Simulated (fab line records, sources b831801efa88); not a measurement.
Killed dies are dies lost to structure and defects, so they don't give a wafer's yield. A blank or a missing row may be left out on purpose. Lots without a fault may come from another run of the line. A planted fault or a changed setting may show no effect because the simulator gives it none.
A struck lot beside a sound one | flow sky130 | 22 steps out of a route of 708
Sound: wafers L411.1, L411.2, L411.6. Struck: wafers L416.1, L416.5. (L416.4 of the same lot was not struck and is left out.) The cause comes at the end.
At each step with rows: each side's tool, then ch and its chambers, then its first start. Under that, the readings that differ: sound wafers | struck wafers | difference of the means | sigmas: that difference in standard deviations of wafers without a fault.
alike: readings whose means differ by less than 2 such deviations, and words and numbers that are the same on both sides. not compared: withheld readings, readings that some wafer has no value for, bounds like >300 that may hide the same value, and numbers for which the record gives no deviation and whose values overlap.
The two part at a step that has a row with sigmas, a row that says differs or no value, or rows on one side only. Numbers that don't overlap but have no deviation are shown without sigmas and don't part them. A reading that every wafer of one side lacks parts them only if that side has two wafers or more.

first, 1 step without rows for these wafers: SKY_LOCAL_INTERCONNECT_CLEAN_18 (cleans in O3/DIW).
SKY_CONTACT_CVD_00: deposits Si3N4, target thk 75 nm.
  sound on pecvd-04 ch 0,1, day 32 19:52; struck on pecvd-04 ch 1,2, day 34 09:30
  alike: heater_power_w
SKY_CONTACT_THK_MEAS_01:
  sound on film_metro-04, day 32 19:53; struck on film_metro-01, day 34 09:32
  alike: CONTACT_CVD_00_THK
then, 1 step without rows for these wafers: SKY_CONTACT_HDPCVD_02 (deposits SiO2, target thk 565 nm, time 94.2 s).
SKY_CONTACT_THK_MEAS_03:
  sound on film_metro-01, day 32 20:01; struck on film_metro-01, day 34 09:40
  alike: CONTACT_HDPCVD_THK
SKY_CONTACT_CMP_04: polishes SiO2.
  sound on cmp-01 ch 0,1,3, day 32 20:08; struck on cmp-01 ch 3, day 34 09:44
  alike: motor_current_A, time_to_endpoint_s
SKY_CONTACT_BOW_MEAS_05:
  sound on film_metro-04, day 32 20:23; struck on film_metro-01, day 34 10:02
  reading          | sound    | struck | difference | sigmas
  CONTACT_BOW (um) | 82 81 80 | 100 99 | +18        | +2
then, 5 steps without rows for these wafers: SKY_CONTACT_DEHYDRATE_06 (time 60 s); SKY_CONTACT_HMDS_07 (prime time 60 s); SKY_CONTACT_COAT_08 (resist thk 60 nm); SKY_CONTACT_COAT_09 (resist thk 450 nm); SKY_CONTACT_SOFTBAKE_10 (time 90 s).
SKY_CONTACT_EXPOSE_11: exposes mask CTM1, target cd 170 nm.
  sound on krf_scanner-02 ch 0, day 33 09:50; struck on krf_scanner-02 ch 0, day 34 23:58
  alike: mask, exposure_dose_mJ_cm2, focus_offset_nm
then, 2 steps without rows for these wafers: SKY_CONTACT_PEB_12; SKY_CONTACT_DEVELOP_13 (develop time 60 s).
SKY_CONTACT_CD_MEAS_14: target cd 170 nm.
  sound on cd_sem-02, day 33 23:19; struck on cd_sem-02, day 35 12:31
  reading    | sound             | struck      | difference | sigmas
  cd_nm (nm) | 170.3 170.1 168.9 | 135.5 134.0 | -35.0      | -22
SKY_CONTACT_OVL_MEAS_15:
  sound on overlay-02, day 33 23:26; struck on overlay-02, day 35 12:38
  alike: CONTACT_OVL
SKY_CONTACT_ETCH_16: etches BARC in N2/H2, stops on SiO2, time 45.9 s, target depth 60 nm.
  sound on rie_diel-02 ch 0,1, day 33 23:28; struck on rie_diel-02 ch 0,3, day 35 12:40
  reading                  | sound             | struck      | difference | sigmas
  model.CONTACT.cd_nm (nm) | 171.3 170.8 170.1 | 135.6 134.7 | -35.6      |
  alike: bias_w, drypump_motor_current_A, n2_flow_sccm, oes_product_au, throttle_valve_pct
  not compared: rf_hours_counter_h
SKY_CONTACT_ETCH_17: etches SiO2 in C4F8/O2/Ar, stops on Si3N4, target depth 340 nm.
  sound on rie_diel-02 ch 0,1, day 33 23:31; struck on rie_diel-02 ch 0,3, day 35 12:43
  alike: bias_w, oes_product_au
SKY_CONTACT_ETCH_18: etches Si3N4 in CHF3/O2, stops on TiN, time 39 s, target depth 75 nm.
  sound on rie_diel-02 ch 0,1; struck on rie_diel-02 ch 0,3
  reading                  | sound             | struck      | difference | sigmas
  model.CONTACT.cd_nm (nm) | 171.3 170.9 170.1 | 135.5 135.2 | -35.4      |
  alike: bias_w, chf3_flow_sccm, drypump_motor_current_A, oes_product_au, throttle_valve_pct
  not compared: rf_hours_counter_h
SKY_CONTACT_STRIP_19: strips in O2/N2.
  sound on plasma_asher-02 ch 0,1, day 33 23:36; struck on plasma_asher-03 ch 0, day 35 12:48
  alike: drypump_motor_current_A, n2_flow_sccm, oes_product_au, strip_time_to_endpoint_s
  not compared: rf_hours_counter_h
-- the record jumps here: 13 days lie between the struck wafers' starts before and after (it left off in module CONTACT and takes up again in module PAD_OPEN, whose first step shown is number 708 of the route) --
SKY_PAD_OPEN_PROBE_99:
  the record has rows for the struck wafers here (prober-02, day 48 16:40) and none for the sound ones

WHERE THEY PART
First at SKY_CONTACT_BOW_MEAS_05; last, within this record, at SKY_PAD_OPEN_PROBE_99.

WHY: what the simulator had put in
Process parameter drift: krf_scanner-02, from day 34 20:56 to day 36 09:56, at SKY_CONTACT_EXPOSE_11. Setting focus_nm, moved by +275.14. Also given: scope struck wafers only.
